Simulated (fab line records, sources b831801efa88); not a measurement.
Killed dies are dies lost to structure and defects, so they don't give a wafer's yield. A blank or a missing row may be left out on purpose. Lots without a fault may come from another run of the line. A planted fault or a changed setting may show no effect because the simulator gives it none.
Which tool did it? | flow gf180mcu | 13 lots, 39 wafers sampled, at 4 steps of a route of 602

WHAT THE GAUGES READ, wafer by wafer
GF_SAB_THK_MEAS_01.
lot  | measured     | on            | SAB_CVD_00_THK (nm)
L645 | day 14 04:20 | film_metro-02 | 50.1 49.8 50.6
L647 | day 14 19:20 | film_metro-02 | 49.6 50.3 50.8
L648 | day 15 06:55 | film_metro-02 | 49.6 49.7 50.0
L651 | day 16 12:13 | film_metro-01 | 48.9 49.4 49.5
L652 | day 16 16:26 | film_metro-01 | 49.3 49.8 49.9
L654 | day 17 08:36 | film_metro-02 | 50.2 50.7 51.0
L655 | day 17 18:20 | film_metro-03 | 50.0 50.7 50.3
L660 | day 19 22:34 | film_metro-03 | 50.1 50.3 51.1
L661 | day 20 02:41 | film_metro-02 | 49.4 49.8 50.7
L663 | day 20 21:26 | film_metro-03 | 49.8 50.0 50.8
L666 | day 21 14:55 | film_metro-03 | 49.5 50.0 50.8
L667 | day 21 18:19 | film_metro-01 | 50.3 50.1 49.8
L668 | day 22 05:16 | film_metro-03 | 49.6 49.8 51.1

GF_V1_RS_MEAS_24: measures by four-point-probe.
lot  | measured     | on            | V1_W_RS (ohm/sq)
L645 | day 18 02:43 | film_metro-02 | 0.326 0.326 0.332
L647 | day 18 18:28 | film_metro-01 | 0.313 0.324 0.314
L648 | day 19 07:26 | film_metro-02 | 0.330 0.332 0.331
L651 | day 20 15:41 | film_metro-02 | 0.332 0.330 0.329
L652 | day 20 18:50 | film_metro-02 | 0.323 0.321 0.323
L654 | day 21 12:36 | film_metro-03 | 0.325 0.325 0.325
L655 | day 22 01:10 | film_metro-01 | 0.328 0.323 0.332
L660 | day 24 00:47 | film_metro-03 | 0.326 0.317 0.331
L661 | day 24 05:50 | film_metro-03 | 0.334 0.318 0.334
L663 | day 24 23:42 | film_metro-02 | 0.333 0.329 0.329
L666 | day 25 16:01 | film_metro-02 | 0.331 0.315 0.330
L667 | day 25 17:52 | film_metro-03 | 0.331 0.316 0.330
L668 | day 26 03:56 | film_metro-02 | 0.331 0.318 0.331

WHICH TOOL RAN EACH LOT (tool, then ch and the chambers of the sampled wafers, then the start)
lot  | GF_CONTACT_SPUTTER_22        | GF_M1_EXPOSE_11
L645 | pvd_sputter-01, day 16 01:31 | krf_scanner-01 ch 0, day 16 13:59
L647 | pvd_sputter-03, day 16 17:29 | krf_scanner-01 ch 0, day 17 05:04
L648 | pvd_sputter-03, day 17 05:05 | krf_scanner-02 ch 0, day 17 17:59
L651 | pvd_sputter-01, day 18 11:35 | krf_scanner-01 ch 0, day 19 00:58
L652 | pvd_sputter-03, day 18 15:58 | krf_scanner-01 ch 0, day 19 04:37
L654 | pvd_sputter-04, day 19 09:55 | krf_scanner-01 ch 0, day 19 22:49
L655 | pvd_sputter-04, day 19 21:03 | krf_scanner-02 ch 0, day 20 10:16
L660 | pvd_sputter-03, day 21 23:59 | krf_scanner-01 ch 0, day 22 12:43
L661 | pvd_sputter-03, day 22 04:42 | krf_scanner-01 ch 0, day 22 17:36
L663 | pvd_sputter-03, day 22 23:19 | krf_scanner-02 ch 0, day 23 11:31
L666 | pvd_sputter-04, day 23 15:43 | krf_scanner-02 ch 0, day 24 04:10
L667 | pvd_sputter-03, day 23 18:10 | krf_scanner-02 ch 0, day 24 06:25
L668 | pvd_sputter-04, day 24 04:43 | krf_scanner-02 ch 0, day 24 17:37
- GF_CONTACT_SPUTTER_22: material Ti, target thk 15 nm, time 80.02 s.
- GF_M1_EXPOSE_11: exposes mask Metal1, target cd 230 nm.

WHAT THE TOOLS THEMSELVES READ (means of the sampled wafers that have a number; where no wafer has one, the mark that the record gives instead)
GF_CONTACT_SPUTTER_22.
lot  | tool           | throttle_valve_pct (%)
L645 | pvd_sputter-01 | 31.6
L647 | pvd_sputter-03 | 30.7
L648 | pvd_sputter-03 | 30.5
L651 | pvd_sputter-01 | 30.9
L652 | pvd_sputter-03 | 30.7
L654 | pvd_sputter-04 | 29.8
L655 | pvd_sputter-04 | 30.0
L660 | pvd_sputter-03 | 30.8
L661 | pvd_sputter-03 | 30.6
L663 | pvd_sputter-03 | 30.7
L666 | pvd_sputter-04 | 29.4
L667 | pvd_sputter-03 | 30.5
L668 | pvd_sputter-04 | 29.5

GF_M1_EXPOSE_11.
lot  | tool           | exposure_dose_mJ_cm2
L645 | krf_scanner-01 | 28.30
L647 | krf_scanner-01 | 28.29
L648 | krf_scanner-02 | 27.93
L651 | krf_scanner-01 | 28.29
L652 | krf_scanner-01 | 28.33
L654 | krf_scanner-01 | 28.33
L655 | krf_scanner-02 | 27.97
L660 | krf_scanner-01 | 28.72
L661 | krf_scanner-01 | 28.73
L663 | krf_scanner-02 | 28.00
L666 | krf_scanner-02 | 27.98
L667 | krf_scanner-02 | 27.97
L668 | krf_scanner-02 | 27.95

THE ANSWER, worked out from the rows above alone
Rule: what is usual is taken from the lots themselves. Put in order of their means at a reading, lots are off if they are a third of the lots or fewer, leave a main group of 4 or more, and stand apart from it by a gap of 3 or more times the standard deviation of the main group's means; of several such gaps the widest counts. A main group whose means are all the same, to the digits that the tables above print for the reading, isn't used. A lot without any number at a reading at which 4 lots or more have one is off too. The other lots that the step has rows for count as sound. The gauges are gone through in route order, then the tools' own readings, and for those a lot's mean is taken as printed above. The first step at which some lot is off is used, and at that step the reading that is off furthest; a lot without a number counts as furthest.
No lot is off at any reading shown: from this, nothing can be told.

WHAT THE SIMULATOR HAD PUT IN
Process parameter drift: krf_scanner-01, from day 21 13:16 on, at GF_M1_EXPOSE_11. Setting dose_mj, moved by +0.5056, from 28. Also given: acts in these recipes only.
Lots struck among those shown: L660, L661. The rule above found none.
